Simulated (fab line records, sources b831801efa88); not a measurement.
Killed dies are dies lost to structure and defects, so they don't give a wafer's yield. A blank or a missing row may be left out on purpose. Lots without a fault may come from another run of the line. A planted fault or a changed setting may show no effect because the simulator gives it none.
Problem report in the 8D (eight disciplines) form, filled by code | flow gf180mcu | the parts of the form that need people (team, actions taken, sign-off) are left out

1. THE PROBLEM
V3_W_RS at GF_V3_RS_MEAS_24 reads a mean of 0.545 ohm/sq on 2 wafers of 2 lots; wafers without a fault read 0.328 ohm/sq with a standard deviation of 0.0041. That is +53 standard deviations from the usual mean.
The step: measures by four-point-probe.
First seen on wafer L126.6, day 25 10:44, on film_metro-04. The record holds 30 wafers of 10 lots with a number at this step. Rule for "out", or "out of limits": more than 4 standard deviations from the usual mean. The other wafers with a number count as sound.

2. WHAT IT IS AND WHAT IT IS NOT
question                    | is                           | is not
which readings at this step | V3_W_RS                      | -
which lots                  | L126, L129                   | L120, L123, L124, L125, L127, L140, L141, L142
which wafers of those lots  | L126.6, L129.2               | L126.1, L126.4, L129.1, L129.5
read on which gauges        | film_metro-01, film_metro-04 | film_metro-02
when                        | from day 25 10:44            | up to then (17 sound wafers); but 11 sound wafers of L129, L140, L141, L142 came after

3. SUSPECTS, AND WHAT RULES EACH OUT
Counting: a tool at a process step up to the reading stays a suspect if it ran every lot that is out. Sound lots after the first of them don't rule it out here, since some wafers of a struck lot are sound.
- the gauge at GF_V3_RS_MEAS_24: ruled out. The wafers that are out were read on 2 gauges (film_metro-01, film_metro-04).
- cvd_w-02 at GF_V3_CVD_23 (deposits W, target thk 350 nm, time 104.9 s): kept. It ran every lot that is out, first L126 (day 25 10:37); its last sound lot up to then is L127 (day 25 08:44).
Left after counting: cvd_w-02 at GF_V3_CVD_23.

4. THE CAUSE (what the simulator had put in)
Process parameter drift: cvd_w-02, from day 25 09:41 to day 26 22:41, at GF_V3_CVD_23. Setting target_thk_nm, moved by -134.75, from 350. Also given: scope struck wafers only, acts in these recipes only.
Counting left only this tool.

5. THE CHAIN OF EFFECTS, in route order
Each row: a reading whose mean over the struck wafers that have a number lies more than 3 standard deviations from the usual. Only readings for which the record gives a usual standard deviation are gone through. hours: the time from each lot's start at the first step in this table that gives one to its start at this step, as a median over the lots. sigmas: the change in usual standard deviations.
hours | step              | reading            | usual        | on struck wafers | change | sigmas
0     | GF_V3_RS_MEAS_24  | V3_W_RS            | 0.328 ohm/sq | 0.545            | +0.217 | +53
0     | GF_V3_THK_MEAS_25 | V3_W_THK           | 351 nm       | 212              | -138   | -32
0     | GF_V3_CMP_26      | time_to_endpoint_s | 85 s         | 48               | -37    | -9.5
The process steps in it:
- GF_V3_CMP_26: polishes, stops on SiO2, t overpolish 15 s, target thk 0 nm.

6. WHAT WOULD HAVE CAUGHT IT SOONER
In this record the first reading out of limits at a measuring or inspecting step was taken at day 25 10:44, 1 hour after the fault began at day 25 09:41.
Of the tool readings at GF_V3_CVD_23 for which the record gives a usual standard deviation, none was out on any struck wafer, so an alarm limit of 4 standard deviations on them would not have fired.
Of the lots that are out (2), L129 began GF_V3_CVD_23 on cvd_w-02 after day 25 10:44. A hold on the tool at that time would have spared it.
